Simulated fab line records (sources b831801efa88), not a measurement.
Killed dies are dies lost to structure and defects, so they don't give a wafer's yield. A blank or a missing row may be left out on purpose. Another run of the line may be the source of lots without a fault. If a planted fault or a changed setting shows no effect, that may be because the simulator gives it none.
Chamber matching | flow sky130 | SKY_CONTACT_ETCH_17 on rie diel-04 has 4 sister chambers
The step etches SiO2 in C4F8/O2/Ar, stops on Si3N4, target depth 340 nm. 4 wafers are shown with their chamber, then 8 later ones without.

== WAFERS, EACH WITH ITS CHAMBER ==
wafer  | chamber | oes product au (a.u.)
L081.1 | 3       | 0.889
L082.3 | 1       | 0.897
L084.5 | 0       | 0.888
L088.1 | 2       | 0.896

== WAFERS WHOSE CHAMBER IS MISSING ==
wafer  | oes product au (a.u.)
L088.2 | 0.886
L088.6 | 0.896
L091.3 | 0.892
L091.4 | 0.899
L091.6 | 0.889
L097.2 | 0.888
L097.3 | 0.896
L097.5 | 0.898

== WHICH CHAMBER EACH WENT THROUGH ==
wafer  | from the rows above               | in truth
L088.2 | can't be placed: 0 or 3           | 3
L088.6 | can't be placed: 2 or 1           | 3
L091.3 | can't be placed: 3 or 0 or 2 or 1 | 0
L091.4 | can't be placed: 1 or 2           | 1
L091.6 | can't be placed: 3 or 0           | 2
L097.2 | can't be placed: 0 or 3           | 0
L097.3 | can't be placed: 2 or 1           | 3
L097.5 | can't be placed: 1 or 2           | 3
0 of 8 placed correctly. These rows do not allow placing 8 (true chamber among the candidates in 4). Wrongly placed: 0.
How it was worked out, from the rows above alone: a wafer's distance from a chamber is the root of the sum, over the readings, of the square of ((its reading less the chamber's mean) divided by the reading's scatter). The wafer belongs to the nearest chamber; if the next one is less than 2 further off, it can't be placed. A chamber's mean is the mean of its shown wafers. The scatter: with one shown wafer a chamber, the root of the mean of the squares of how far each hidden wafer lies from its nearest shown one.
